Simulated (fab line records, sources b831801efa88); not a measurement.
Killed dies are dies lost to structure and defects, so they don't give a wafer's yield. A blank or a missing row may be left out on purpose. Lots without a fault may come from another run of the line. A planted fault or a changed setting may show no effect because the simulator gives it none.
Which tool did it? | flow gf180mcu | 12 lots, 36 wafers sampled, at 6 steps of a route of 602

WHAT THE GAUGES READ, wafer by wafer
GF_STI_THK_MEAS_02.
lot  | measured    | on            | STI_OXIDATION_THK (nm)
L260 | day 1 16:47 | film_metro-04 | 9.93 9.94 9.83
L261 | day 1 21:31 | film_metro-03 | 10.06 9.99 10.07
L263 | day 2 07:43 | film_metro-04 | 10.35 10.33 10.21
L264 | day 2 12:31 | film_metro-01 | 10.12 9.95 10.08
L265 | day 2 17:38 | film_metro-04 | 10.04 10.16 9.92
L266 | day 2 23:52 | film_metro-03 | 9.83 9.97 9.84
L267 | day 3 03:32 | film_metro-03 | 9.99 10.02 9.98
L268 | day 3 08:35 | film_metro-01 | 9.92 9.75 9.74
L269 | day 3 13:33 | film_metro-03 | 9.89 9.95 9.92
L270 | day 3 18:32 | film_metro-03 | 9.91 9.95 9.94
L275 | day 4 20:52 | film_metro-04 | 10.38 10.26 10.19
L281 | day 6 01:44 | film_metro-03 | 9.83 9.75 9.75

GF_STI_THK_MEAS_24.
lot  | measured    | on            | STI_CVD_23_THK (nm)
L260 | day 2 09:04 | film_metro-03 | 641 639 641
L261 | day 2 13:54 | film_metro-01 | 666 664 656
L263 | day 3 00:08 | film_metro-03 | 647 637 637
L264 | day 3 04:50 | film_metro-04 | 642 648 647
L265 | day 3 11:39 | film_metro-04 | 646 648 644
L266 | day 3 16:50 | film_metro-04 | 649 651 643
L267 | day 3 20:28 | film_metro-03 | 645 643 650
L268 | day 4 02:22 | film_metro-04 | 646 643 653
L269 | day 4 06:54 | film_metro-04 | 650 644 645
L270 | day 4 11:31 | film_metro-01 | 646 654 643
L275 | day 5 16:47 | film_metro-03 | 460 645 463
L281 | day 6 21:03 | film_metro-01 | 651 647 651

GF_DUAL_GATE_OVL_MEAS_11.
lot  | measured     | on         | DUAL_GATE_OVL (nm)
L260 | day 8 16:51  | overlay-02 | -2.9 0.7 -0.5
L261 | day 8 23:57  | overlay-02 | -2.2 -3.0 -1.7
L263 | day 9 15:25  | overlay-02 | -1.6 -2.5 -1.7
L264 | day 9 21:10  | overlay-01 | -0.4 0.3 -1.7
L265 | day 10 04:50 | overlay-02 | 0.3 0.2 -0.8
L266 | day 10 14:43 | overlay-01 | -0.3 1.5 -0.8
L267 | day 10 21:10 | overlay-02 | 2.1 0.8 1.6
L268 | day 11 02:14 | overlay-01 | -1.6 -0.5 -1.4
L269 | day 11 07:49 | overlay-01 | -0.1 0.1 -0.5
L270 | day 11 12:52 | overlay-01 | -4.1 -1.4 -3.7
L275 | day 13 05:48 | overlay-02 | -1.4
L281 | day 14 18:53 | overlay-01 | 0.0 1.6 2.0

WHICH TOOL RAN EACH LOT (tool, then ch and the chambers of the sampled wafers, then the start)
lot  | GF_STI_STRIP_15                     | GF_STI_CVD_23                   | GF_STI_CMP_25
L260 | plasma_asher-01 ch 0,1, day 2 07:16 | hdpcvd-02 ch 0,1, day 2 08:56   | cmp-02 ch 1,2, day 2 09:10
L261 | plasma_asher-04 ch 0,1, day 2 12:10 | hdpcvd-01 ch 0,2, day 2 13:49   | cmp-01 ch 0,2,3, day 2 14:00
L263 | plasma_asher-02 ch 0,1, day 2 22:23 | hdpcvd-02 ch 1,2, day 3 00:02   | cmp-01 ch 0,1,2, day 3 00:12
L264 | plasma_asher-01 ch 0,1, day 3 03:01 | hdpcvd-02 ch 1,2, day 3 04:42   | cmp-01 ch 0,3, day 3 04:56
L265 | plasma_asher-02 ch 0,1, day 3 09:56 | hdpcvd-02 ch 0,1, day 3 11:35   | cmp-01 ch 0,2,3, day 3 11:43
L266 | plasma_asher-04 ch 0,1, day 3 15:07 | hdpcvd-02 ch 0,1,2, day 3 16:46 | cmp-01 ch 1,2,3, day 3 20:00
L267 | plasma_asher-02 ch 0,1, day 3 18:46 | hdpcvd-01 ch 0,1, day 3 20:22   | cmp-01 ch 0,3, day 3 22:09
L268 | plasma_asher-04 ch 0,1, day 3 23:58 | hdpcvd-02 ch 0,1,2, day 4 02:16 | cmp-01 ch 1,3, day 4 03:01
L269 | plasma_asher-04 ch 0,1, day 4 05:08 | hdpcvd-02 ch 0,1,2, day 4 06:50 | cmp-01 ch 1,2,3, day 4 07:01
L270 | plasma_asher-02 ch 0,1, day 4 09:48 | hdpcvd-01 ch 0,2, day 4 11:25   | cmp-01 ch 1,2,3, day 4 11:42
L275 | plasma_asher-04 ch 0,1, day 5 13:53 | hdpcvd-02 ch 1,2, day 5 16:43   | cmp-02 ch 0,1,2, day 5 16:54
L281 | plasma_asher-01 ch 0,1, day 6 19:10 | hdpcvd-01 ch 0,2, day 6 20:59   | cmp-01 ch 1,3, day 6 21:08
- GF_STI_STRIP_15: strips in O2/N2.
- GF_STI_CVD_23: deposits SiO2, target thk 650 nm, time 108.3 s.
- GF_STI_CMP_25: polishes, stops on Si3N4, t overpolish 33 s, target thk 524.6 nm.

WHAT THE TOOLS THEMSELVES READ (means of the sampled wafers that have a number; where no wafer has one, the mark that the record gives instead)
GF_STI_STRIP_15.
lot  | tool            | drypump_motor_current_A (A) | heater_power_w (W) | oes_product_au (a.u.) | strip_time_to_endpoint_s (s)
L260 | plasma_asher-01 | 6.2                         | 333                | 0.381                 | 3.76
L261 | plasma_asher-04 | 5.5                         | 330                | 0.383                 | 3.73
L263 | plasma_asher-02 | 5.2                         | 339                | 0.384                 | 3.71
L264 | plasma_asher-01 | 6.2                         | 337                | 0.381                 | 3.70
L265 | plasma_asher-02 | 5.2                         | 347                | 0.380                 | 3.72
L266 | plasma_asher-04 | 5.8                         | 339                | 0.387                 | 3.75
L267 | plasma_asher-02 | 5.2                         | 344                | 0.387                 | 3.76
L268 | plasma_asher-04 | 5.8                         | 339                | 0.383                 | 3.64
L269 | plasma_asher-04 | 5.8                         | 341                | 0.384                 | 3.68
L270 | plasma_asher-02 | 5.2                         | 340                | 0.389                 | 3.70
L275 | plasma_asher-04 | 5.5                         | 330                | 0.393                 | 3.76
L281 | plasma_asher-01 | 6.1                         | 321                | 0.390                 | 3.67

GF_STI_CMP_25.
lot  | tool   | motor_current_A (A) | slurry_flow_ml_min | time_to_endpoint_s (s)
L260 | cmp-02 | 12.9                | 150.6              | 118
L261 | cmp-01 | 12.3                | 150.2              | 125
L263 | cmp-01 | 12.4                | 149.6              | 117
L264 | cmp-01 | 13.0                | 150.4              | 121
L265 | cmp-01 | 12.3                | 150.1              | 121
L266 | cmp-01 | 13.1                | 150.1              | 127
L267 | cmp-01 | 12.8                | 150.0              | 122
L268 | cmp-01 | 12.9                | 150.3              | 123
L269 | cmp-01 | 12.8                | 150.5              | 125
L270 | cmp-01 | 12.4                | 150.2              | 119
L275 | cmp-02 | 11.0                | 150.1              | 101
L281 | cmp-01 | 13.0                | 150.2              | 121

THE ANSWER, worked out from the rows above alone
Rule: what is usual is taken from the lots themselves. Put in order of their means at a reading, lots are off if they are a third of the lots or fewer, leave a main group of 4 or more, and stand apart from it by a gap of 3 or more times the standard deviation of the main group's means; of several such gaps the widest counts. A main group whose means are all the same, to the digits that the tables above print for the reading, isn't used. A lot without any number at a reading at which 4 lots or more have one is off too. The other lots that the step has rows for count as sound. The gauges are gone through in route order, then the tools' own readings, and for those a lot's mean is taken as printed above. The first step at which some lot is off is used, and at that step the reading that is off furthest; a lot without a number counts as furthest.
Off: L275, at GF_STI_THK_MEAS_24 (STI_CVD_23_THK). The main group: mean 647 nm, standard deviation 5.4.
A tool fits if, at a process step before that reading, it ran every lot that is off, and no sound lot after the first of them. The gauges at GF_STI_THK_MEAS_24 aren't tried: what is off there is off at GF_STI_CMP_25 too, on other tools, and a gauge's error can't cause that. Can't be told from this: 2 tools fit, plasma_asher-04 at GF_STI_STRIP_15, hdpcvd-02 at GF_STI_CVD_23.

WHAT THE SIMULATOR HAD PUT IN
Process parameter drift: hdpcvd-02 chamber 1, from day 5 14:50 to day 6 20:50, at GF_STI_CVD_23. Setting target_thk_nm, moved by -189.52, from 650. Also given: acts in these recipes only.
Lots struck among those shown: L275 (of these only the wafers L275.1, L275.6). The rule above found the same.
